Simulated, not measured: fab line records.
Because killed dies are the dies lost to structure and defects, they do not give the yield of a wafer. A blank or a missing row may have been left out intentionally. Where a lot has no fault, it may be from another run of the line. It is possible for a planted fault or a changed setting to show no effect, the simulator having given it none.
fab line records -- flow sky130
record: lots: 7, wafers: 21, last_day: 50
route steps=708 shown METAL1@446 VIA1@458 PAD_OPEN@708
lots that met no fault: from a run of the same line without faults
start_h: the number of hours between the record's first day and the start of the first shown wafer of the lot -- wait_h: hours elapsed since this lot's preceding step -- " as in the row above -- L1.1+2: one row covering several wafers at once -- - value missing, or start not given -- * or withheld: withheld -- < > ~ a bound
route shown NAME@n: names a module that has steps shown in the file, with the first one's number in the route -- usual: mean/standard deviation of fault-free wafers -- same: alike in all rows -- chamber/n: place in a boat -- sites: the reading at each site -- _std_site: their standard deviation -- _edge_site: the outer-site mean with the inner-site mean subtracted -- radius_mm: how far each site lies from the wafer's centre -- mask NAME#n: copy n -- behind: the most recent tool/chamber to have shaped the wafer -- hold: reason for holding the lot/hours on hold/outcome of the hold -- device: names the non-switching transistor (n, p or np) -- end of line: the same wafers' tests at the end of the route -- where a step has no rows: the recipe by itself -- killed: at the first sort, the dies lost to defects and structure; wafer yield is something else -- map: a wafer's dies, x killed, . not, _ none there
set.NAME: the setting that was run; set.NAME@STEP: the one run at that earlier step -- model.NAME: the simulator's own value behind a step, which no gauge read
lots seen at some steps along the route; tables by step, rows by wafer
services: when a tool's chamber went out of use (start_h, in hours from the record's first day, below 0 if earlier), for how many hours, and the reason
== steps ==
step: SKY_METAL1_EXPOSE_12
recipe: mask_id: MM1, na: 0.8, source_shape: annular, sigma_inner: 0.55, sigma_outer: 0.85, target_cd_nm: 140, dose_mj: 28
step: SKY_METAL1_PEB_13
recipe: peb_temp_c: withheld, peb_time_s: withheld, resist: KrF-thick
step: SKY_METAL1_DEVELOP_14
recipe: develop_time_s: 60, resist: KrF-thick, dev_temp_c: 21
step: SKY_METAL1_CD_MEAS_15
recipe: target_cd_nm: 140
usual: cd_nm: 140.0/1.7
lot.wafer,tool,chamber,start_h,wait_h,cd_nm
L771.2,cd_sem-02,-,776.93,-,138.9
L771.4,cd_sem-02,-,776.93,-,140.2
L771.5,cd_sem-02,-,776.93,-,140.1
L781.1,cd_sem-01,-,850.81,-,137.5
L781.2,cd_sem-01,-,850.81,-,138.3
L781.6,cd_sem-01,-,850.81,-,140.8
L784.1,cd_sem-01,-,862.31,-,139.2
L784.3,cd_sem-01,-,862.31,-,139.2
L784.5,cd_sem-01,-,862.31,-,139.0
L786.1,cd_sem-02,-,878.39,-,140.3
L786.4,cd_sem-02,-,878.39,-,139.9
L786.5,cd_sem-02,-,878.39,-,139.8
L787.3,cd_sem-01,-,885.66,-,140.5
L787.5,cd_sem-01,-,885.66,-,140.4
L787.6,cd_sem-01,-,885.66,-,141.5
L788.1,cd_sem-01,-,890.71,-,142.2
L788.3,cd_sem-01,-,890.71,-,141.0
L788.5,cd_sem-01,-,890.71,-,141.7
L793.2,cd_sem-02,-,929.73,-,139.2
L793.4,cd_sem-02,-,929.73,-,138.8
L793.6,cd_sem-02,-,929.73,-,139.3
step: SKY_METAL1_OVL_MEAS_16
usual: METAL1_OVL: 1/4.7
lot.wafer,tool,chamber,start_h,wait_h,METAL1_OVL[nm]
L771.2,overlay-01,-,777.04,0.1,-2
L771.4,overlay-01,-,777.04,0.1,-3
L771.5,overlay-01,-,777.04,0.1,-2
L781.1,overlay-01,-,850.93,0.1,-7
L781.2,overlay-01,-,850.93,0.1,7
L781.6,overlay-01,-,850.93,0.1,2
L784.1,overlay-01,-,862.43,0.1,-10
L784.3,overlay-01,-,862.43,0.1,-5
L784.5,overlay-01,-,862.43,0.1,-5
L786.1,overlay-01,-,878.51,0.1,-1
L786.4,overlay-01,-,878.51,0.1,4
L786.5,overlay-01,-,878.51,0.1,-5
L787.3,overlay-02,-,885.76,0.1,-6
L787.5,overlay-02,-,885.76,0.1,-4
L787.6,overlay-02,-,885.76,0.1,7
L788.1,overlay-01,-,890.83,0.1,8
L788.3,overlay-01,-,890.83,0.1,11
L788.5,overlay-01,-,890.83,0.1,2
L793.2,overlay-02,-,929.84,0.1,6
L793.4,overlay-02,-,929.84,0.1,2
L793.6,overlay-02,-,929.84,0.1,0
step: SKY_METAL1_DESCUM_17
recipe: chemistry: O2, source_power_w: 150, bias_power_w: 0, pressure_mtorr: 10, temp_c: 40, time_s: 8
usual: chamber_pressure_mTorr: 10.000/0.0087, drypump_motor_current_A: 5.7/0.38, oes_product_au: 1.001/0.0094
same: time_s: 8
lot.wafer,tool,chamber,start_h,wait_h,chamber_pressure_mTorr,drypump_motor_current_A,oes_product_au,rf_hours_counter_h
L771.2,rie_metal-01,0,777.07,0.0,9.994,5.7,1.010,3
L771.4,rie_metal-01,1,777.07,0.0,9.990,5.2,1.005,-
L771.5,rie_metal-01,0,777.07,0.0,9.991,5.7,1.008,-
L781.1,rie_metal-01,1,850.97,0.0,9.993,5.1,0.998,8
L781.2,rie_metal-01,0,850.97,0.0,10.001,5.6,0.999,6
L781.6,rie_metal-01,1,850.97,0.0,9.977,5.2,1.001,-
L784.1,rie_metal-01,0,862.47,0.0,9.997,5.6,1.007,7
L784.3,rie_metal-01,0,862.47,0.0,10.002,5.6,1.008,-
L784.5,rie_metal-01,1,862.47,0.0,9.995,5.2,0.995,-
L786.1,rie_metal-02,0,878.55,0.0,9.999,5.8,1.009,10
L786.4,rie_metal-02,0,878.55,0.0,10.005,5.7,0.999,-
L786.5,rie_metal-02,0,878.55,0.0,9.997,5.8,1.004,-
L787.3,rie_metal-02,0,885.80,0.0,9.983,5.8,0.995,-
L787.5,rie_metal-02,0,885.80,0.0,9.998,5.8,0.989,-
L787.6,rie_metal-02,0,885.80,0.0,10.020,5.8,0.998,-
L788.1,rie_metal-02,1,890.87,0.0,9.999,5.8,1.003,0
L788.3,rie_metal-02,0,890.87,0.0,10.000,5.7,1.006,-
L788.5,rie_metal-02,0,890.87,0.0,10.008,5.8,1.006,-
L793.2,rie_metal-04,0,929.87,0.0,10.012,6.5,0.988,3
L793.4,rie_metal-04,1,929.87,0.0,9.993,5.7,1.012,-
L793.6,rie_metal-04,0,929.87,0.0,9.994,6.5,0.981,-
step: SKY_METAL1_ETCH_18
recipe: chemistry: N2/H2, target: BARC, ion_energy_ev: 200, bias_w: 100, pressure_mtorr: 30, n2_flow_sccm: 100, h2_flow_sccm: 200, icp_w: 500, stop_on: SiO2, time_s: 45.9, target_depth_a: 600
usual: chamber_pressure_mTorr: 30.002/0.027, drypump_motor_current_A: 5.7/0.38, h2_flow_sccm: 200.0/0.68, oes_product_au: 0.856/0.0049, throttle_valve_pct: 13.226/0.008
same: time_s: 45.9
lot.wafer,tool,chamber,start_h,wait_h,chamber_pressure_mTorr,drypump_motor_current_A,h2_flow_sccm,oes_product_au,rf_hours_counter_h,throttle_valve_pct
L771.2,rie_metal-01,0,777.10,0.0,29.965,5.6,200.9,0.859,3,13.215
L771.4,rie_metal-01,1,777.10,0.0,30.029,5.2,200.1,0.852,-,13.223
L771.5,rie_metal-01,0,777.10,0.0,29.982,5.7,201.0,0.855,-,13.227
L781.1,rie_metal-01,1,851.00,0.0,29.998,5.2,198.7,0.853,8,13.237
L781.2,rie_metal-01,0,851.00,0.0,29.991,5.7,199.9,0.863,6,13.237
L781.6,rie_metal-01,1,851.00,0.0,30.028,5.2,200.0,0.854,-,13.213
L784.1,rie_metal-01,0,862.50,0.0,30.002,5.7,199.7,0.855,7,13.227
L784.3,rie_metal-01,0,862.50,0.0,30.018,5.7,199.1,0.862,-,13.217
L784.5,rie_metal-01,1,862.50,0.0,30.067,5.2,200.2,0.853,-,13.232
L786.1,rie_metal-02,0,878.61,0.1,29.977,5.8,201.4,0.854,10,13.239
L786.4,rie_metal-02,0,878.61,0.1,29.959,5.8,201.4,0.854,-,13.225
L786.5,rie_metal-02,0,878.61,0.1,30.012,5.8,201.0,0.846,-,13.223
L787.3,rie_metal-02,0,885.89,0.1,29.990,5.7,200.3,0.855,-,13.235
L787.5,rie_metal-02,0,885.89,0.1,29.991,5.8,199.9,0.849,-,13.220
L787.6,rie_metal-02,0,885.89,0.1,29.995,5.8,200.0,0.862,-,13.219
L788.1,rie_metal-02,1,890.90,0.0,30.009,5.8,201.4,0.855,0,13.229
L788.3,rie_metal-02,0,890.90,0.0,30.031,5.8,200.5,0.857,-,13.223
L788.5,rie_metal-02,0,890.90,0.0,30.010,5.8,200.4,0.856,-,13.238
L793.2,rie_metal-04,0,929.90,0.0,30.023,6.5,201.0,0.857,3,13.226
L793.4,rie_metal-04,1,929.90,0.0,29.972,5.7,200.2,0.859,-,13.232
L793.6,rie_metal-04,0,929.90,0.0,29.979,6.5,200.2,0.855,-,13.221
step: SKY_METAL1_METAL_ETCH_19
recipe: target_depth_a: 3600, stop_on: SiO2, over_etch_frac: 0.3, time_s: 78, chemistry: Cl2/BCl3, resist_sidewall_deg: 88, pressure_mtorr: 10, icp_w: 900, bias_w: 48.5, Cl2_flow_sccm: 60, bcl3_flow_sccm: 30
usual: chamber_pressure_mTorr: 10.000/0.0088, drypump_motor_current_A: 5.7/0.37, oes_product_au: 0.853/0.0067, throttle_valve_pct: 22.265/0.0092
same: time_s: 78
lot.wafer,tool,chamber,start_h,wait_h,chamber_pressure_mTorr,drypump_motor_current_A,oes_product_au,rf_hours_counter_h,throttle_valve_pct
L771.2,rie_metal-01,0,777.16,0.0,9.996,5.6,0.847,3,22.271
L771.4,rie_metal-01,1,777.16,0.0,9.997,5.2,0.859,-,22.274
L771.5,rie_metal-01,0,777.16,0.0,10.022,5.7,0.860,-,22.265
L781.1,rie_metal-01,1,851.06,0.0,9.995,5.2,0.846,8,22.275
L781.2,rie_metal-01,0,851.06,0.0,9.989,5.7,0.857,6,22.254
L781.6,rie_metal-01,1,851.06,0.0,10.015,5.2,0.866,-,22.258
L784.1,rie_metal-01,0,862.56,0.0,10.003,5.6,0.848,7,22.253
L784.3,rie_metal-01,0,862.56,0.0,9.995,5.6,0.860,-,22.283
L784.5,rie_metal-01,1,862.56,0.0,9.986,5.2,0.855,-,22.258
L786.1,rie_metal-02,0,878.74,0.1,9.994,5.7,0.847,10,22.267
L786.4,rie_metal-02,0,878.74,0.1,9.998,5.7,0.843,-,22.279
L786.5,rie_metal-02,0,878.74,0.1,10.008,5.8,0.852,-,22.267
L787.3,rie_metal-02,0,886.03,0.1,10.003,5.8,0.851,-,22.248
L787.5,rie_metal-02,0,886.03,0.1,9.994,5.8,0.848,-,22.237
L787.6,rie_metal-02,0,886.03,0.1,10.006,5.8,0.852,-,22.262
L788.1,rie_metal-02,1,890.96,0.0,10.007,5.8,0.849,0,22.248
L788.3,rie_metal-02,0,890.96,0.0,9.997,5.8,0.840,-,22.270
L788.5,rie_metal-02,0,890.96,0.0,9.995,5.8,0.853,-,22.265
L793.2,rie_metal-04,0,929.96,0.0,10.005,6.5,0.863,3,22.269
L793.4,rie_metal-04,1,929.96,0.0,10.010,5.7,0.859,-,22.261
L793.6,rie_metal-04,0,929.96,0.0,10.015,6.5,0.845,-,22.268
step: SKY_METAL1_STRIP_20
recipe: chemistry: O2/N2, power_w: 1400, pressure_mtorr: 1500, platen_temp_c: withheld, o2_flow_sccm: 3000, n2_flow_sccm: 300, overash_fraction: 0.5
usual: chamber_pressure_mTorr: 1500.1/1.4, drypump_motor_current_A: 5.8/0.53, oes_product_au: 0.343/0.005, strip_time_to_endpoint_s: 2.70/0.049
lot.wafer,tool,chamber,start_h,wait_h,chamber_pressure_mTorr,drypump_motor_current_A,oes_product_au,rf_hours_counter_h,strip_time_to_endpoint_s
L771.2,plasma_asher-03,0,777.25,0.1,1502.4,6.2,0.342,96,2.68
L771.4,plasma_asher-03,0,777.25,0.1,1499.8,6.3,0.341,-,2.68
L771.5,plasma_asher-03,0,777.25,0.1,1502.2,6.3,0.352,-,2.67
L781.1,plasma_asher-04,1,851.15,0.1,1500.1,5.2,0.343,8,2.70
L781.2,plasma_asher-04,0,851.15,0.1,1499.2,6.3,0.349,8,2.68
L781.6,plasma_asher-04,1,851.15,0.1,1502.1,5.2,0.345,-,2.69
L784.1,plasma_asher-04,0,862.65,0.1,1499.6,6.3,0.346,10,2.64
L784.3,plasma_asher-04,1,862.65,0.1,1500.0,5.2,0.340,-,2.68
L784.5,plasma_asher-04,1,862.65,0.1,1501.6,5.2,0.344,-,2.68
L786.1,plasma_asher-01,1,878.92,0.1,1500.6,5.7,0.349,76,2.70
L786.4,plasma_asher-01,0,878.92,0.1,1499.7,5.2,0.340,-,2.66
L786.5,plasma_asher-01,1,878.92,0.1,1499.1,5.8,0.332,-,2.68
L787.3,plasma_asher-01,1,886.18,0.1,1499.8,5.7,0.340,-,2.69
L787.5,plasma_asher-01,0,886.18,0.1,1500.9,5.2,0.342,-,2.72
L787.6,plasma_asher-01,1,886.18,0.1,1500.2,5.7,0.343,-,2.73
L788.1,plasma_asher-01,0,891.05,0.1,1502.8,5.2,0.346,77,2.74
L788.3,plasma_asher-01,0,891.05,0.1,1500.3,5.2,0.348,-,2.70
L788.5,plasma_asher-01,0,891.05,0.1,1497.9,5.2,0.349,-,2.75
L793.2,plasma_asher-01,0,930.05,0.1,1498.1,5.2,0.346,83,2.81
L793.4,plasma_asher-01,1,930.05,0.1,1501.1,5.7,0.344,-,2.70
L793.6,plasma_asher-01,0,930.05,0.1,1497.0,5.2,0.345,-,2.82
step: SKY_METAL1_STRIP_21
recipe: chemistry: post_etch_residue_remover, time_s: 1200, temp_c: 72.5
step: SKY_METAL1_CLEAN_22
recipe: chemistry: IPA, time_s: 180, temp_c: 25
step: SKY_METAL1_CLEAN_23
recipe: chemistry: O3/DIW, dry: n2_spin
step: SKY_VIA1_HDPCVD_00
recipe: material: SiO2, target_thk_nm: 1030, sigma_open_frac: 0.3, time_s: 171.7, temp_c: 400, sih4_flow_sccm: 60, pressure_mtorr: 6
lot.wafer,tool,chamber,start_h,wait_h,model.SiO2_of_VIA1_HDPCVD_00.thk_nm
L771.2,hdpcvd-02,2,777.84,0.0,1057
L771.4,hdpcvd-02,2,777.84,0.0,1046
L771.5,hdpcvd-02,0,777.84,0.0,1053
L781.1,hdpcvd-01,2,851.78,0.0,1036
L781.2,hdpcvd-01,0,851.78,0.0,1011
L781.6,hdpcvd-01,0,851.78,0.0,1017
L784.1,hdpcvd-02,1,863.24,0.0,1048
L784.3,hdpcvd-02,2,863.24,0.0,1037
L784.5,hdpcvd-02,2,863.24,0.0,379.4
L786.1,hdpcvd-02,1,879.51,0.0,1040
L786.4,hdpcvd-02,1,879.51,0.0,383.4
L786.5,hdpcvd-02,0,879.51,0.0,391.2
L787.3,hdpcvd-02,0,886.74,0.0,1042
L787.5,hdpcvd-02,0,886.74,0.0,370.4
L787.6,hdpcvd-02,1,886.74,0.0,1036
L788.1,hdpcvd-01,1,891.99,0.0,1035
L788.3,hdpcvd-01,2,891.99,0.0,1037
L788.5,hdpcvd-01,1,891.99,0.0,1030
L793.2,hdpcvd-01,1,930.64,0.0,1020
L793.4,hdpcvd-01,2,930.64,0.0,1045
L793.6,hdpcvd-01,0,930.64,0.0,1018
step: SKY_VIA1_THK_MEAS_01
recipe: reads: SiO2_of_VIA1_HDPCVD_00
usual: VIA1_HDPCVD_THK: 1036/12
lot.wafer,tool,chamber,start_h,wait_h,VIA1_HDPCVD_THK[nm]
L771.2,film_metro-02,-,777.97,0.1,1056
L771.4,film_metro-02,-,777.97,0.1,1047
L771.5,film_metro-02,-,777.97,0.1,1052
L781.1,film_metro-01,-,851.90,0.1,1036
L781.2,film_metro-01,-,851.90,0.1,1010
L781.6,film_metro-01,-,851.90,0.1,1017
L784.1,film_metro-01,-,863.36,0.1,1048
L784.3,film_metro-01,-,863.36,0.1,1036
L784.5,film_metro-01,-,863.36,0.1,379
L786.1,film_metro-02,-,879.66,0.1,1040
L786.4,film_metro-02,-,879.66,0.1,383
L786.5,film_metro-02,-,879.66,0.1,391
L787.3,film_metro-01,-,886.87,0.1,1042
L787.5,film_metro-01,-,886.87,0.1,370
L787.6,film_metro-01,-,886.87,0.1,1036
L788.1,film_metro-04,-,892.10,0.1,1036
L788.3,film_metro-04,-,892.10,0.1,1037
L788.5,film_metro-04,-,892.10,0.1,1030
L793.2,film_metro-02,-,930.77,0.1,1020
L793.4,film_metro-02,-,930.77,0.1,1044
L793.6,film_metro-02,-,930.77,0.1,1019
step: SKY_VIA1_CMP_02
recipe: material: SiO2, down_force_psi: 4, platen_rpm: 60, pad_velocity_m_s: 0.94248
usual: motor_current_A: 12.3/1.2
lot.wafer,tool,chamber,start_h,wait_h,motor_current_A
L771.2,cmp-02,1,778.02,0.0,11.7
L771.4,cmp-02,3,778.02,0.0,10.2
L771.5,cmp-02,1,778.02,0.0,12.2
L781.1,cmp-01,2,851.96,0.1,13.1
L781.2,cmp-01,0,851.96,0.1,13.6
L781.6,cmp-01,3,851.96,0.1,14.0
L784.1,cmp-02,2,863.47,0.1,10.9
L784.3,cmp-02,3,863.47,0.1,10.1
L784.5,cmp-02,2,863.47,0.1,11.8
L786.4,cmp-02,2,879.72,0.0,10.7
L786.1,cmp-02,0,879.72,0.0,13.0
L786.5,cmp-02,2,879.72,0.0,10.8
L787.3,cmp-01,0,886.96,0.1,13.8
L787.5,cmp-01,3,886.96,0.1,13.8
L787.6,cmp-01,0,886.96,0.1,13.3
L788.1,cmp-02,2,892.26,0.1,10.6
L788.3,cmp-02,3,892.26,0.1,9.8
L788.5,cmp-02,1,892.26,0.1,12.6
L793.4,cmp-01,2,930.87,0.1,12.2
L793.2,cmp-01,0,930.87,0.1,12.4
L793.6,cmp-01,1,930.87,0.1,12.4
step: SKY_PAD_OPEN_PROBE_99
lot.wafer,tool,chamber,start_h,wait_h,model.etest.met2_comb.leak_log10_a_um
L771.2,prober-02,-,1089.31,0.1,-12.06
L771.4,prober-02,-,1089.41,0.2,-12.11
L771.5,prober-02,-,1089.46,0.2,-11.99
L781.1,prober-02,-,1145.13,0.1,-11.96
L781.2,prober-02,-,1145.18,0.1,-12
L781.6,prober-02,-,1145.38,0.2,-11.94
L784.1,prober-01,-,1153.70,0.1,-11.95
L784.3,prober-01,-,1153.80,0.2,-11.98
L784.5,prober-01,-,1153.90,0.2,-7.074
L786.1,prober-01,-,1166.33,0.1,-12.01
L786.4,prober-01,-,1166.48,0.2,-6.924
L786.5,prober-01,-,1166.53,0.2,-7.027
L787.3,prober-02,-,1171.21,0.2,-12.23
L787.5,prober-02,-,1171.31,0.2,-6.898
L787.6,prober-02,-,1171.36,0.2,-11.99
L788.1,prober-01,-,1175.65,0.1,-11.97
L788.3,prober-01,-,1175.75,0.2,-12.05
L788.5,prober-01,-,1175.85,0.2,-12.01
L793.2,prober-02,-,1199.00,0.1,-12.02
L793.4,prober-02,-,1199.10,0.2,-11.86
L793.6,prober-02,-,1199.20,0.2,-11.97
killed by level:class
L771.2 VIA1:geometric_particle:open=13 VIA2:geometric_particle:open=9 CONTACT:geometric_particle:open=9 VIA3:geometric_particle:open=6 LI_CONTACT:geometric_particle:short=4 METAL3:geometric_particle:short=4 METAL1:geometric_particle:open=4 VIA2:geometric_particle:short=4
L771.4 METAL1:geometric_particle:short=9 CONTACT:geometric_particle:open=7 VIA1:geometric_particle:open=6 LI_CONTACT:geometric_particle:open=6 VIA3:geometric_particle:open=5 FIELD_ISO:geometric_particle:short=4 POLY_GATE:geometric_particle:open=4 VIA2:geometric_particle:short=4
L771.5 CONTACT:geometric_particle:open=11 VIA2:geometric_particle:open=10 METAL2:geometric_particle:short=8 LI_CONTACT:geometric_particle:open=6 CONTACT:geometric_particle:short=6 METAL1:geometric_particle:open=6 VIA1:geometric_particle:open=5 METAL3:geometric_particle:short=5
L781.1 CONTACT:geometric_particle:open=9 VIA2:geometric_particle:open=9 CONTACT:geometric_particle:short=7 METAL2:geometric_particle:short=7 VIA1:geometric_particle:short=6 VIA3:geometric_particle:open=6 POLY_GATE:geometric_particle:short=5 LI_CONTACT:geometric_particle:open=5
L781.2 VIA1:geometric_particle:open=10 VIA2:geometric_particle:open=8 VIA1:geometric_particle:short=7 FIELD_ISO:geometric_particle:open=6 VIA3:geometric_particle:open=6 FIELD_ISO:geometric_particle:short=5 LI_CONTACT:geometric_particle:open=5 CONTACT:geometric_particle:open=5
L781.6 VIA1:geometric_particle:open=15 METAL2:geometric_particle:short=9 CONTACT:geometric_particle:open=8 VIA2:geometric_particle:open=7 FIELD_ISO:geometric_particle:short=6 LI_CONTACT:geometric_particle:open=6 CONTACT:geometric_particle:short=6 LOCAL_INTERCONNECT:geometric_particle:short=5
L788.1 VIA1:geometric_particle:open=12 CONTACT:geometric_particle:open=11 METAL1:geometric_particle:short=11 POLY_GATE:geometric_particle:short=9 LI_CONTACT:geometric_particle:open=7 VIA3:geometric_particle:open=7 FIELD_ISO:geometric_particle:open=5 CONTACT:geometric_particle:short=5
L788.3 CONTACT:geometric_particle:open=11 VIA1:geometric_particle:open=8 VIA2:geometric_particle:open=7 VIA3:geometric_particle:open=7 POLY_GATE:geometric_particle:short=6 FIELD_ISO:geometric_particle:open=4 CONTACT:geometric_particle:short=3 VIA1:geometric_particle:short=3
L788.5 CONTACT:geometric_particle:open=18 VIA1:geometric_particle:open=14 LI_CONTACT:geometric_particle:open=9 POLY_GATE:geometric_particle:short=7 CONTACT:geometric_particle:short=5 VIA2:geometric_particle:open=5 VIA1:geometric_particle:short=5 POLY_GATE:geometric_particle:open=4
L793.2 VIA1:geometric_particle:open=16 LI_CONTACT:geometric_particle:open=10 CONTACT:geometric_particle:open=10 VIA2:geometric_particle:open=9 METAL2:geometric_particle:short=6 CONTACT:geometric_particle:short=5 METAL1:geometric_particle:short=5 VIA1:geometric_particle:short=5
L793.4 VIA1:geometric_particle:open=10 CONTACT:geometric_particle:open=8 POLY_GATE:geometric_particle:open=5 CONTACT:geometric_particle:short=5 VIA1:geometric_particle:short=5 FIELD_ISO:geometric_particle:short=4 POLY_GATE:geometric_particle:short=4 LI_CONTACT:geometric_particle:open=4
L793.6 LI_CONTACT:geometric_particle:open=11 VIA1:geometric_particle:open=8 VIA2:geometric_particle:open=8 POLY_GATE:geometric_particle:short=7 POLY_GATE:geometric_particle:open=5 VIA1:geometric_particle:short=5 LOCAL_INTERCONNECT:geometric_particle:short=5 CONTACT:geometric_particle:open=5
== services ==
tool,chamber,start_h,hours,kind
plasma_asher-01,-,755.24,1.5,repair
cmp-02,-,764.18,1.1,repair
plasma_asher-03,-,766.98,2.8,pm
plasma_asher-04,-,767.32,0.8,repair
hdpcvd-01,0,767.37,4.1,repair
plasma_asher-04,-,777.62,2.9,repair
hdpcvd-01,-,784.27,2.8,pm
hdpcvd-02,-,789.15,1.0,repair
cmp-01,-,804.57,1.5,repair
rie_metal-02,-,815.71,0.5,repair
plasma_asher-01,-,818.45,2.8,pm
plasma_asher-04,-,818.71,15.6,pm
cmp-01,-,820.68,5.3,pm
rie_metal-01,-,827.99,2.8,pm
rie_metal-01,-,844.73,1.6,repair
hdpcvd-01,-,849.09,0.2,repair
plasma_asher-01,-,863.89,4.3,repair
plasma_asher-04,-,889.37,24.5,repair
plasma_asher-01,-,893.67,1.4,repair
plasma_asher-03,-,895.55,28.1,pm
rie_metal-04,1,896.84,24.1,repair
hdpcvd-01,0,903.85,4.0,repair
hdpcvd-02,0,906.57,13.5,repair
cmp-01,-,912.24,4.0,pm
== key ==
first_sign: step: SKY_VIA1_THK_MEAS_01, reading: VIA1_HDPCVD_THK, direction: down, sigmas: 53, usual: 1036, struck: 381
effect none on later readings
model_effect: step: SKY_VIA1_HDPCVD_00, value: SiO2_of_VIA1_HDPCVD_00.thk_nm, without: 1040, struck: 381.1
model_effect: step: SKY_PAD_OPEN_PROBE_99, value: etest.met2_comb.leak_log10_a_um, without: -11.97, struck: -6.98
met_at SKY_VIA1_HDPCVD_00
struck_wafers L784.5,L786.4,L786.5,L787.5
sort_left_out L784.5,L786.4,L786.5,L787.5
onset_between 777.84 863.24
fault: kind: process_parameter_drift, tool: hdpcvd-02, chamber: -, onset_h: 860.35, steps: SKY_VIA1_HDPCVD_00, channel: target_thk_nm, offset: -659.31, shape: step, end_h: 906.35, scope: struck_wafers_only, acts_in: these_recipes_only, stated: 1030
sort_left_out: the simulated sort isn't trusted on such a fault, so these wafers' sort isn't shown, and their yield isn't known
